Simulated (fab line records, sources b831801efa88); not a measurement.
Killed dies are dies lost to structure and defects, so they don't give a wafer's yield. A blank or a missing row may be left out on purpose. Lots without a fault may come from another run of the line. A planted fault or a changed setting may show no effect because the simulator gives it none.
Which tool did it? | flow gf180mcu | 24 lots, 72 wafers sampled, at 6 steps of a route of 602

WHAT THE GAUGES READ, wafer by wafer
GF_M2_OVL_MEAS_15.
lot  | measured     | on         | M2_OVL (nm)
L074 | day 20 05:01 | overlay-01 | -12 1 -3
L075 | day 20 11:22 | overlay-02 | -8 -6 -1
L076 | day 20 21:52 | overlay-02 | -8 -7 0
L077 | day 21 06:06 | overlay-02 | -6 -3 -3
L078 | day 21 12:43 | overlay-01 | -4 -3 -3
L079 | day 22 04:19 | overlay-01 | 4 3 1
L080 | day 22 08:08 | overlay-01 | 2 -10 4
L081 | day 22 16:16 | overlay-02 | -2 0 3
L082 | day 23 03:46 | overlay-02 | -8 -1 1
L083 | day 23 10:19 | overlay-01 | 5 7 6
L084 | day 23 13:56 | overlay-02 | -11 -6 1
L085 | day 24 05:37 | overlay-01 | -2 0 -2
L086 | day 24 12:50 | overlay-01 | -5 -7 0
L087 | day 24 18:55 | overlay-02 | -1 0 -1
L088 | day 25 02:58 | overlay-01 | -12 -6 -12
L089 | day 25 12:10 | overlay-01 | 5 5 -5
L090 | day 25 17:32 | overlay-01 | -4 0 -3
L091 | day 26 00:37 | overlay-01 | -6 -7 6
L092 | day 26 09:28 | overlay-02 | 0 -8 -10
L093 | day 26 15:49 | overlay-01 | -1 5 3
L094 | day 26 19:10 | overlay-01 | 3 0 -5
L095 | day 27 02:04 | overlay-02 | -5 -12 -7
L096 | day 27 09:37 | overlay-01 | 1 -6 -2
L097 | day 27 16:13 | overlay-02 | 6 6 6

GF_M3_RS_MEAS_05: measures by four-point-probe.
lot  | measured     | on            | M3_ALCU_RS (ohm/sq)
L074 | day 21 10:01 | film_metro-01 | 0.0688 0.0699 0.0694
L075 | day 21 14:37 | film_metro-02 | 0.0688 0.0691 0.0682
L076 | day 22 01:32 | film_metro-03 | 0.0689 0.0703 0.0699
L077 | day 22 09:17 | film_metro-01 | 0.0695 0.0696 0.0709
L078 | day 22 16:13 | film_metro-01 | 0.0675 0.0667 0.0677
L079 | day 23 07:14 | film_metro-01 | 0.0693 0.0681 0.0696
L080 | day 23 11:17 | film_metro-03 | 0.0706 0.0686 0.0688
L081 | day 23 19:08 | film_metro-01 | 0.0697 0.0707 0.0688
L082 | day 24 06:11 | film_metro-02 | 0.0701 0.0701 0.0698
L083 | day 24 12:52 | film_metro-03 | 0.0704 0.0706 0.0719
L084 | day 24 16:11 | film_metro-02 | 0.0715 0.0703 0.0706
L085 | day 25 08:10 | film_metro-03 | 0.0703 0.0700 0.0691
L086 | day 25 14:25 | film_metro-03 | 0.0707 0.0698 0.0702
L087 | day 25 20:28 | film_metro-01 | 0.0695 0.0694 0.0694
L088 | day 26 03:48 | film_metro-01 | 0.0698 0.0690 0.0691
L089 | day 26 12:32 | film_metro-01 | 0.0696 0.0696 0.0699
L090 | day 26 18:39 | film_metro-02 | 0.0683 0.0693 0.0682
L091 | day 27 01:16 | film_metro-01 | 0.0692 0.0694 0.0694
L092 | day 27 09:25 | film_metro-01 | 0.0693 0.0690 0.0692
L093 | day 27 14:59 | film_metro-01 | 0.0683 0.0700 0.0696
L094 | day 27 17:52 | film_metro-03 | 0.0701 0.0709 0.0707
L095 | day 28 00:50 | film_metro-02 | 0.0692 0.0695 0.0702
L096 | day 28 09:38 | film_metro-01 | 0.0678 0.0691 0.0689
L097 | day 28 15:43 | film_metro-01 | 0.0692 0.0687 0.0685

GF_M3_THK_MEAS_06: measures by xrf.
lot  | measured     | on            | M3_ALCU_THK (nm)
L074 | day 21 10:08 | film_metro-01 | 458 452 454
L075 | day 21 14:44 | film_metro-02 | 457 457 462
L076 | day 22 01:40 | film_metro-03 | 462 451 450
L077 | day 22 09:23 | film_metro-01 | 456 455 443
L078 | day 22 16:20 | film_metro-01 | 466 473 467
L079 | day 23 07:22 | film_metro-01 | 451 462 453
L080 | day 23 11:24 | film_metro-03 | 447 458 460
L081 | day 23 19:14 | film_metro-01 | 451 444 458
L082 | day 24 06:18 | film_metro-02 | 450 448 452
L083 | day 24 12:59 | film_metro-03 | 444 442 437
L084 | day 24 16:17 | film_metro-02 | 443 449 446
L085 | day 25 08:17 | film_metro-03 | 447 451 454
L086 | day 25 14:31 | film_metro-03 | 444 450 447
L087 | day 25 20:35 | film_metro-01 | 450 455 451
L088 | day 26 03:55 | film_metro-01 | 451 454 456
L089 | day 26 12:38 | film_metro-01 | 452 452 452
L090 | day 26 18:45 | film_metro-02 | 463 457 462
L091 | day 27 01:23 | film_metro-01 | 456 450 453
L092 | day 27 09:32 | film_metro-01 | 454 456 458
L093 | day 27 15:05 | film_metro-01 | 458 449 453
L094 | day 27 17:59 | film_metro-03 | 451 444 444
L095 | day 28 00:58 | film_metro-02 | 454 454 450
L096 | day 28 09:45 | film_metro-01 | 467 457 460
L097 | day 28 15:50 | film_metro-01 | 458 462 463

WHICH TOOL RAN EACH LOT (tool, then ch and the chambers of the sampled wafers, then the start)
lot  | GF_M2_SPUTTER_03             | GF_V2_ETCH_16                      | GF_V2_CMP_26
L074 | pvd_sputter-04, day 19 04:41 | rie_diel-03 ch 0,2,3, day 21 08:18 | cmp-02 ch 0,1,3, day 21 09:30
L075 | pvd_sputter-01, day 19 11:29 | rie_diel-01 ch 0,2,3, day 21 13:02 | cmp-01 ch 2,3, day 21 14:08
L076 | pvd_sputter-02, day 19 21:07 | rie_diel-01 ch 1,2, day 21 23:56   | cmp-02 ch 1,2, day 22 01:01
L077 | pvd_sputter-01, day 20 05:55 | rie_diel-03 ch 0,2,3, day 22 07:41 | cmp-02 ch 0,2,3, day 22 08:44
L078 | pvd_sputter-02, day 20 11:58 | rie_diel-02 ch 0,1,3, day 22 14:38 | cmp-02 ch 0,1,3, day 22 15:41
L079 | pvd_sputter-02, day 21 03:53 | rie_diel-03 ch 1,2,3, day 23 05:38 | cmp-02 ch 0,3, day 23 06:43
L080 | pvd_sputter-04, day 21 08:07 | rie_diel-02 ch 0,1,2, day 23 09:42 | cmp-01 ch 0,2,3, day 23 10:46
L081 | pvd_sputter-02, day 21 15:32 | rie_diel-02 ch 1,2,3, day 23 17:24 | cmp-02 ch 0,1, day 23 18:35
L082 | pvd_sputter-02, day 22 03:14 | rie_diel-02 ch 0,2,3, day 24 04:29 | cmp-01 ch 0,2,3, day 24 05:40
L083 | pvd_sputter-01, day 22 10:35 | rie_diel-03 ch 0,3, day 24 11:09   | cmp-02 ch 0,1,3, day 24 12:27
L084 | pvd_sputter-02, day 22 13:22 | rie_diel-02 ch 0,3, day 24 14:26   | cmp-02 ch 2,3, day 24 15:37
L085 | pvd_sputter-02, day 23 06:53 | rie_diel-03 ch 0,1, day 25 06:29   | cmp-01 ch 0,1, day 25 07:39
L086 | pvd_sputter-04, day 23 13:40 | rie_diel-03 ch 1,2,3, day 25 12:48 | cmp-01 ch 1,2,3, day 25 13:58
L087 | pvd_sputter-04, day 23 19:51 | rie_diel-01 ch 0,1,3, day 25 18:33 | cmp-01 ch 0,1,3, day 25 20:02
L088 | pvd_sputter-01, day 24 04:29 | rie_diel-03 ch 0,1, day 26 02:05   | cmp-02 ch 1,2,3, day 26 03:22
L089 | pvd_sputter-01, day 24 13:25 | rie_diel-01 ch 0,1,3, day 26 10:56 | cmp-02 ch 0,1,2, day 26 11:59
L090 | pvd_sputter-01, day 24 19:31 | rie_diel-02 ch 0,2,3, day 26 17:02 | cmp-01 ch 0,1,2, day 26 18:08
L091 | pvd_sputter-01, day 25 03:11 | rie_diel-01 ch 2,3, day 26 23:42   | cmp-01 ch 0,3, day 27 00:48
L092 | pvd_sputter-01, day 25 11:17 | rie_diel-03 ch 0,2,3, day 27 07:50 | cmp-01 ch 1,3, day 27 08:57
L093 | pvd_sputter-01, day 25 18:18 | rie_diel-03 ch 1,2,3, day 27 13:21 | cmp-01 ch 0,2,3, day 27 14:29
L094 | pvd_sputter-01, day 25 21:19 | rie_diel-01 ch 2,3, day 27 16:18   | cmp-01 ch 0,1,2, day 27 17:30
L095 | pvd_sputter-01, day 26 05:04 | rie_diel-02 ch 0,1,3, day 27 23:14 | cmp-01 ch 0,1,2, day 28 00:19
L096 | pvd_sputter-02, day 26 12:45 | rie_diel-01 ch 0,3, day 28 07:56   | cmp-01 ch 1,2,3, day 28 09:16
L097 | pvd_sputter-02, day 26 20:31 | rie_diel-02 ch 0,1,2, day 28 14:03 | cmp-01 ch 0,1,2, day 28 15:11
- GF_M2_SPUTTER_03: material Ti, target thk 10 nm, time 6.7 s.
- GF_V2_ETCH_16: etches BARC in N2/H2.
- GF_V2_CMP_26: polishes, stops on SiO2, t overpolish 15 s, target thk 0 nm.

WHAT THE TOOLS THEMSELVES READ (means of the sampled wafers that have a number; where no wafer has one, the mark that the record gives instead)
GF_M2_SPUTTER_03.
lot  | tool           | chamber_pressure_pa (Pa) | substrate_temp_c (C) | throttle_valve_pct (%)
L074 | pvd_sputter-04 | 0.3002                   | 299.99               | 30.1
L075 | pvd_sputter-01 | 0.3000                   | 299.91               | 30.0
L076 | pvd_sputter-02 | 0.3004                   | 299.97               | 30.1
L077 | pvd_sputter-01 | 0.2997                   | 299.86               | 29.8
L078 | pvd_sputter-02 | 0.3000                   | 299.93               | 29.5
L079 | pvd_sputter-02 | 0.3004                   | 299.99               | 30.0
L080 | pvd_sputter-04 | 0.2998                   | 300.02               | 30.4
L081 | pvd_sputter-02 | 0.3002                   | 300.02               | 29.9
L082 | pvd_sputter-02 | 0.3006                   | 300.05               | 30.0
L083 | pvd_sputter-01 | 0.3001                   | 300.08               | 30.2
L084 | pvd_sputter-02 | 0.2999                   | 299.95               | 30.2
L085 | pvd_sputter-02 | 0.3001                   | 300.03               | 30.4
L086 | pvd_sputter-04 | 0.3001                   | 299.83               | 30.3
L087 | pvd_sputter-04 | 0.2999                   | 299.83               | 29.7
L088 | pvd_sputter-01 | 0.3008                   | 300.00               | 29.1
L089 | pvd_sputter-01 | 0.3003                   | 300.19               | 30.1
L090 | pvd_sputter-01 | 0.2996                   | 299.80               | 30.7
L091 | pvd_sputter-01 | 0.2996                   | 300.01               | 29.8
L092 | pvd_sputter-01 | 0.3005                   | 300.02               | 29.6
L093 | pvd_sputter-01 | 0.3002                   | 300.00               | 30.7
L094 | pvd_sputter-01 | 0.2997                   | 299.86               | 30.1
L095 | pvd_sputter-01 | 0.3002                   | 299.73               | 29.5
L096 | pvd_sputter-02 | 0.3003                   | 300.17               | 29.6
L097 | pvd_sputter-02 | 0.3003                   | 299.98               | 29.9

GF_V2_ETCH_16.
lot  | tool        | drypump_motor_current_A (A) | oes_product_au (a.u.) | throttle_valve_pct (%)
L074 | rie_diel-03 | 6.0                         | 0.852                 | 13.223
L075 | rie_diel-01 | 5.8                         | 0.856                 | 13.222
L076 | rie_diel-01 | 5.9                         | 0.854                 | 13.220
L077 | rie_diel-03 | 6.1                         | 0.851                 | 13.229
L078 | rie_diel-02 | 5.3                         | 0.862                 | 13.217
L079 | rie_diel-03 | 5.8                         | 0.854                 | 13.219
L080 | rie_diel-02 | 5.4                         | 0.855                 | 13.222
L081 | rie_diel-02 | 5.2                         | 0.849                 | 13.226
L082 | rie_diel-02 | 5.5                         | 0.854                 | 13.223
L083 | rie_diel-03 | 5.8                         | 0.852                 | 13.226
L084 | rie_diel-02 | 5.3                         | 0.857                 | 13.232
L085 | rie_diel-03 | 6.0                         | 0.857                 | 13.226
L086 | rie_diel-03 | 5.8                         | 0.857                 | 13.223
L087 | rie_diel-01 | 5.8                         | 0.857                 | 13.222
L088 | rie_diel-03 | 6.2                         | 0.855                 | 13.226
L089 | rie_diel-01 | 5.8                         | 0.856                 | 13.230
L090 | rie_diel-02 | 5.5                         | 0.846                 | 13.223
L091 | rie_diel-01 | 5.9                         | 0.855                 | 13.218
L092 | rie_diel-03 | 6.0                         | 0.848                 | 13.225
L093 | rie_diel-03 | 5.8                         | 0.853                 | 13.232
L094 | rie_diel-01 | 5.9                         | 0.854                 | 13.223
L095 | rie_diel-02 | 5.3                         | 0.854                 | 13.221
L096 | rie_diel-01 | 5.7                         | 0.855                 | 13.227
L097 | rie_diel-02 | 5.4                         | 0.850                 | 13.221

GF_V2_CMP_26.
lot  | tool   | motor_current_A (A) | overpolish_run_s (s) | platen_rpm (rpm) | time_to_endpoint_s (s)
L074 | cmp-02 | 11.5                | 15.004               | 60.01            | 80
L075 | cmp-01 | 12.2                | 15.009               | 59.98            | 87
L076 | cmp-02 | 11.5                | 14.998               | 60.00            | 81
L077 | cmp-02 | 11.0                | 15.002               | 60.02            | 85
L078 | cmp-02 | 11.3                | 15.002               | 59.97            | 85
L079 | cmp-02 | 11.2                | 15.011               | 60.00            | 78
L080 | cmp-01 | 11.8                | 15.005               | 60.04            | 81
L081 | cmp-02 | 11.8                | 14.999               | 59.98            | 82
L082 | cmp-01 | 11.7                | 15.002               | 60.01            | 84
L083 | cmp-02 | 11.2                | 15.001               | 59.98            | 75
L084 | cmp-02 | 10.6                | 14.992               | 59.96            | 80
L085 | cmp-01 | 12.0                | 14.999               | 60.00            | 89
L086 | cmp-01 | 12.0                | 15.000               | 60.05            | 86
L087 | cmp-01 | 12.2                | 15.012               | 60.03            | 86
L088 | cmp-02 | 11.2                | 15.008               | 59.98            | 83
L089 | cmp-02 | 11.4                | 14.999               | 60.02            | 78
L090 | cmp-01 | 11.1                | 15.001               | 60.00            | 85
L091 | cmp-01 | 12.3                | 15.002               | 59.99            | 87
L092 | cmp-01 | 11.9                | 15.000               | 59.98            | 84
L093 | cmp-01 | 11.8                | 15.011               | 60.03            | 88
L094 | cmp-01 | 11.0                | 15.001               | 60.02            | 88
L095 | cmp-01 | 11.4                | 15.004               | 59.99            | 86
L096 | cmp-01 | 12.2                | 14.997               | 59.99            | 87
L097 | cmp-01 | 11.4                | 15.009               | 60.02            | 88

THE ANSWER, worked out from the rows above alone
Rule: what is usual is taken from the lots themselves. Put in order of their means at a reading, lots are off if they are a third of the lots or fewer, leave a main group of 4 or more, and stand apart from it by a gap of 3 or more times the standard deviation of the main group's means; of several such gaps the widest counts. A main group whose means are all the same, to the digits that the tables above print for the reading, isn't used. A lot without any number at a reading at which 4 lots or more have one is off too. The other lots that the step has rows for count as sound. The gauges are gone through in route order, then the tools' own readings, and for those a lot's mean is taken as printed above. The first step at which some lot is off is used, and at that step the reading that is off furthest; a lot without a number counts as furthest.
No lot is off at any reading shown: from this, nothing can be told.

WHAT THE SIMULATOR HAD PUT IN
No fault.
